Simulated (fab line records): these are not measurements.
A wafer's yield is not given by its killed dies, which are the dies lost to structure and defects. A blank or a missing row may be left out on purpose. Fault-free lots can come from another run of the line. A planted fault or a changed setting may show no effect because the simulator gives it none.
Matching of chambers -- flow sky130 -- SKY_FIELD_ISO_ETCH_14 on rie_diel-01: 4 sister chambers
The step etches BARC in N2/H2, stops on SiO2, time 45.9 s, target depth 60 nm. 18 wafers are shown with their chamber, then 9 later ones without.

== WAFERS, EACH WITH ITS CHAMBER ==
wafer,chamber,oes_product_au (a.u.),throttle_valve_pct (%)
L075.1,2,0.852,13.240
L075.2,3,0.852,13.219
L075.3,1,0.852,13.229
L075.4,2,0.861,13.227
L075.5,3,0.854,13.229
L075.6,1,0.858,13.219
L078.1,3,0.856,13.237
L078.3,2,0.861,13.208
L078.4,2,0.857,13.228
L082.3,0,0.859,13.224
L082.4,2,0.853,13.230
L082.5,3,0.853,13.227
L087.3,0,0.853,13.234
L087.4,1,0.852,13.222
L087.6,3,0.849,13.215
L090.1,1,0.847,13.217
L090.2,0,0.850,13.217
L090.6,2,0.857,13.226

SIGNATURES (averages over the wafers above)
reading,chamber 0,chamber 1,chamber 2,chamber 3,scatter within a chamber
oes_product_au,0.85400,0.85225,0.85683,0.85280,0.0038
throttle_valve_pct,13.22500,13.22175,13.22650,13.22540,0.00873
Rule: for each reading, subtract the chamber's mean from the wafer's reading, divide by that reading's scatter and square the result; add these up over the readings and take the root, which gives the wafer's distance from the chamber. If the next closest chamber is less than 2 further off than the closest, the wafer can't be placed; otherwise it belongs to the closest. How the scatter is found: for the shown wafers, subtract from each reading the mean of its chamber, square and add these, divide the total by (wafers less chambers), then take the root.

== WAFERS WITH NO CHAMBER GIVEN ==
wafer,oes_product_au (a.u.),throttle_valve_pct (%)
L092.1,0.851,13.225
L092.4,0.852,13.234
L092.6,0.847,13.225
L093.1,0.860,13.226
L093.2,0.848,13.232
L093.4,0.856,13.234
L094.2,0.861,13.216
L094.3,0.850,13.205
L094.4,0.861,13.227

== THE CHAMBER EACH PASSED THROUGH ==
wafer,from the rows above,in truth
L092.1,can't be placed: 3 or 1 or 0 or 2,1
L092.4,can't be placed: 3 or 0 or 1 or 2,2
L092.6,can't be placed: 1 or 3 or 0 or 2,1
L093.1,can't be placed: 2 or 0 or 3 or 1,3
L093.2,can't be placed: 3 or 1 or 0 or 2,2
L093.4,can't be placed: 2 or 0 or 3 or 1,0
L094.2,can't be placed: 2 or 0 or 1 or 3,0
L094.3,can't be placed: 1 or 3 or 0 or 2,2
L094.4,can't be placed: 2 or 0 or 3 or 1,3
Placed correctly: 0 of 9. These rows do not allow placing 9 (true chamber among the candidates in 9). Wrongly placed: 0.
